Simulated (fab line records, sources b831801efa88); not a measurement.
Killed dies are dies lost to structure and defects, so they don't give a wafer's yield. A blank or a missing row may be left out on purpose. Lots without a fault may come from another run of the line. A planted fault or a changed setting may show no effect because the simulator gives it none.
One fault seen from 2 desks | flow gf180mcu | each desk has only its own numbers; what lay behind them comes last

THE METROLOGY DESK
What the gauges read, lot by lot, whatever tool the lot ran on: means of the sampled wafers that have a number. A lot is out of limits, marked OUT, if its mean lies more than 4 standard deviations from the usual mean; the brackets give that distance.
Columns: A = POLY_GATE_CVD_00_THK at GF_POLY_GATE_THK_MEAS_01, usual 200.8 nm; B = cd_nm at GF_POLY_GATE_CD_MEAS_10, usual 279.6 nm; C = POLY_GATE_OVL at GF_POLY_GATE_OVL_MEAS_11, usual 9 nm
lot  | first seen here | A     | B     | C
L106 | day 9 22:22     | 201.7 | 280.2 | 10
L112 | day 11 14:38    | 203.0 | 280.9 | 11
L115 | day 12 13:32    | 203.0 | 279.0 | 11
L116 | day 13 03:13    | 200.8 | 279.5 | 5
L117 | day 13 03:14    | 200.9 | 280.7 | 12
L120 | day 13 22:52    | 202.6 | 278.6 | 14
This desk's finding: nothing out of limits on any of the 6 lots.

THE TOOL OWNER'S DESK: rie_si-01
The tool's own readings at GF_POLY_GATE_ETCH_13 (etches poly-Si in HBr/Cl2, stops on SiO2, target depth 198.5 nm, time 69.6 s): means of the sampled wafers that have a number, for each lot that ran on this tool. A lot is out of limits, marked OUT, if its mean lies more than 4 standard deviations from the usual mean; the brackets give that distance.
Columns: A = bias_w at GF_POLY_GATE_ETCH_13, usual 99.98 W; B = drypump_motor_current_A at GF_POLY_GATE_ETCH_13, usual 5.7 A; C = oes_product_au at GF_POLY_GATE_ETCH_13, usual 0.990 a.u.; D = throttle_valve_pct at GF_POLY_GATE_ETCH_13, usual 33.683 %
lot  | first seen here | A                | B   | C     | D
L106 | day 10 16:14    | 100.14           | 5.7 | 1.000 | 33.675
L112 | day 12 09:59    | 100.12           | 5.5 | 0.997 | 33.683
L117 | day 13 23:25    | 96.72 (-11) OUT  | 5.7 | 0.994 | 33.686
L116 | day 13 23:53    | 98.42 (-5.4) OUT | 5.6 | 0.992 | 33.683
This desk's finding: out of limits on L116, L117; first on L117, day 13 23:25 (bias_w at GF_POLY_GATE_ETCH_13). In limits: L106, L112.

PUT TOGETHER
The tool owner's desk could have raised an alarm at day 13 23:25, on L116, L117.
The metrology desk saw nothing out of limits.
The metrology desk has L116, L117 on record, within its limits.
Of the lots named, all ran GF_POLY_GATE_ETCH_13 on rie_si-01.

WHAT THE SIMULATOR HAD PUT IN
Process parameter drift: rie_si-01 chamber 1, from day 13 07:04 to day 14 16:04, at GF_POLY_GATE_ETCH_13. Setting bias_w, moved by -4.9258, from 100. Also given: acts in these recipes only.
Lots struck among those shown: L116, L117.
Hours from the fault's start to each desk's first reading out of limits: the tool owner's desk, 16.
